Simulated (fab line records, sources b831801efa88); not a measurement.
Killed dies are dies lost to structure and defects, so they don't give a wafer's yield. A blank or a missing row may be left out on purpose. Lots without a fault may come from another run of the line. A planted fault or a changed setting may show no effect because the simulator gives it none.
Chamber matching | flow sky130 | SKY_FIELD_ISO_CMP_27 on cmp-02: 4 sister chambers
The step polishes, stops on Si3N4, t overpolish 16 s, target thk 457.8 nm. 8 wafers are shown with their chamber, then 7 later ones without.

WAFERS WITH THEIR CHAMBER
wafer  | chamber | motor_current_A (A) | time_to_endpoint_s (s)
L701.1 | 3       | 10.8                | 116
L701.6 | 3       | 10.9                | 120
L702.4 | 2       | 12.6                | 115
L703.1 | 0       | 13.0                | 120
L703.5 | 1       | 13.5                | 114
L703.6 | 0       | 12.3                | 119
L705.1 | 2       | 11.5                | 110
L705.3 | 1       | 12.7                | 117

WAFERS WITHOUT THEIR CHAMBER
wafer  | motor_current_A (A) | time_to_endpoint_s (s)
L705.6 | 9.9                 | 114
L707.1 | 13.3                | 114
L707.4 | 11.6                | 109
L707.6 | 11.4                | 108
L716.4 | 11.5                | 110
L716.5 | 11.1                | 112
L716.6 | 11.9                | 116

WHICH CHAMBER EACH WENT THROUGH
wafer  | from the rows above               | in truth
L705.6 | can't be placed: 3 or 2           | 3
L707.1 | can't be placed: 1 or 2 or 0      | 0
L707.4 | 2                                 | 2
L707.6 | can't be placed: 2 or 3           | 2
L716.4 | can't be placed: 2 or 3           | 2
L716.5 | can't be placed: 2 or 3           | 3
L716.6 | can't be placed: 2 or 0 or 3 or 1 | 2
Placed correctly: 1 of 7. Can't be placed from these rows: 6 (the true chamber is among the candidates in 6). Placed wrongly: 0.
How it was worked out, from the rows above alone: a wafer's distance from a chamber is the root of the sum, over the readings, of the square of ((its reading less the chamber's mean) divided by the reading's scatter). The wafer belongs to the nearest chamber; if the next one is less than 2 further off, it can't be placed. A chamber's mean is the mean of its shown wafers. The scatter: the root of (the sum of the squares of (reading less its chamber's mean) over the shown wafers, divided by (wafers less chambers)).
